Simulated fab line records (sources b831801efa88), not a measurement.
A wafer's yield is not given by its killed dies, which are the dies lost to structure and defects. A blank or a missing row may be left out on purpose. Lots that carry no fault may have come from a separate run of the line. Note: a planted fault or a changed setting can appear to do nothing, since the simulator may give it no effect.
Shared-tool check + flow gf180mcu + 36 wafers sampled across 12 lots

WHY THIS WAS OPENED
2 of 12 lots carry a flag on the reading STI_CVD_03_THK at GF_STI_THK_MEAS_04. No-fault wafers: 206.0 nm, standard deviation 1.4.
Rule: a lot is flagged when every wafer of it that has a number lies more than 4 standard deviations from that mean, or none has a number. All remaining lots are regarded as sound.

| lot  | measured    | on           | STI_CVD_03_THK (nm), wafer by wafer | flag    |
|------|-------------|--------------|-------------------------------------|---------|
| L838 | day 1 19:34 | filmMetro-01 | 207.0 205.4 207.2                   |         |
| L839 | day 1 23:34 | filmMetro-04 | 204.5 204.2 204.8                   |         |
| L840 | day 2 05:25 | filmMetro-01 | 206.0 205.4 205.9                   |         |
| L841 | day 2 09:34 | filmMetro-04 | 207.7 205.7 205.5                   |         |
| L842 | day 2 14:34 | filmMetro-01 | 206.0 205.1 205.9                   |         |
| L843 | day 2 19:34 | filmMetro-04 | 204.8 204.9 204.2                   |         |
| L844 | day 3 00:55 | filmMetro-01 | 206.4 208.4 207.8                   |         |
| L845 | day 3 05:35 | filmMetro-04 | 236.8 237.5 238.7                   | FLAGGED |
| L847 | day 3 16:33 | filmMetro-01 | 207.2 207.3 208.2                   |         |
| L848 | day 3 23:34 | filmMetro-02 | 239.6 236.9 237.8                   | FLAGGED |
| L856 | day 5 13:51 | filmMetro-04 | 205.2 206.8 207.6                   |         |
| L857 | day 5 20:05 | filmMetro-02 | 207.4 206.0 208.6                   |         |
The numbers of the flagged lots are 237.9 nm on average: +31.9 nm against the usual, or +23 standard deviations.

LOT BY LOT: THE TOOL USED
The record keeps 1 process step preceding the reading, out of 602 steps on the route. Read each cell as the tool, then ch plus the chambers that the sampled wafers visited, then the start.
| lot  | flag    | GF_STI_CVD_03              |
|------|---------|----------------------------|
| L838 |         | lpcvd-02 ch 0, day 1 16:34 |
| L839 |         | lpcvd-02 ch 1, day 1 21:34 |
| L840 |         | lpcvd-01 ch 0, day 2 03:26 |
| L841 |         | lpcvd-01 ch 1, day 2 07:34 |
| L842 |         | lpcvd-02 ch 1, day 2 12:34 |
| L843 |         | lpcvd-02 ch 0, day 2 17:34 |
| L844 |         | lpcvd-01 ch 1, day 2 22:55 |
| L845 | FLAGGED | lpcvd-01 ch 0, day 3 03:34 |
| L847 |         | lpcvd-02 ch 0, day 3 14:32 |
| L848 | FLAGGED | lpcvd-01 ch 1, day 3 20:35 |
| L856 |         | lpcvd-02 ch 1, day 5 10:52 |
| L857 |         | lpcvd-02 ch 0, day 5 15:36 |
What these steps do:
- GF_STI_CVD_03: deposits Si3N4 from DCS/NH3, target thk 207.16 nm, time 3551 s.
- GF_STI_THK_MEAS_04

FLAGGED AGAINST TOTAL, ONE TOOL AT A TIME (gauges that did the reading follow at the end)
| step               | tool         | lots run | flagged | share of the flagged lots | sound lots run after its first flagged lot |
|--------------------|--------------|----------|---------|---------------------------|--------------------------------------------|
| GF_STI_CVD_03      | lpcvd-01     | 5        | 2       | all                       | 0                                          |
| GF_STI_CVD_03      | lpcvd-02     | 7        | 0       | none                      | -                                          |
| GF_STI_THK_MEAS_04 | filmMetro-01 | 5        | 0       | none                      | -                                          |
| GF_STI_THK_MEAS_04 | filmMetro-02 | 2        | 1       | some                      | 1 (L857)                                   |
| GF_STI_THK_MEAS_04 | filmMetro-04 | 5        | 1       | some                      | 1 (L856)                                   |

WHAT THE TABLE ALLOWS
Rows of the table that ran each flagged lot: 1, that is lpcvd-01 at GF_STI_CVD_03.
- lpcvd-01 at GF_STI_CVD_03 ran 5 lots, 2 of them flagged. A fault beginning between L844 (day 2 22:55), its last sound lot, and L845 (day 3 03:34), its first flagged one, fits the data. Its own readings (spikeTcCentreC, spikeTcUpperC, susceptorTempC) fall more than 4 standard deviations out on all wafers of the flagged lots.
What remains is a single tool, lpcvd-01 at GF_STI_CVD_03.

WHAT THE SIMULATOR PUT IN
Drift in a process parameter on lpcvd-01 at GF_STI_CVD_03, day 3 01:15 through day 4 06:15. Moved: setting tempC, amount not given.
Shown lots that were struck: L845, L848. The rule above found the same.
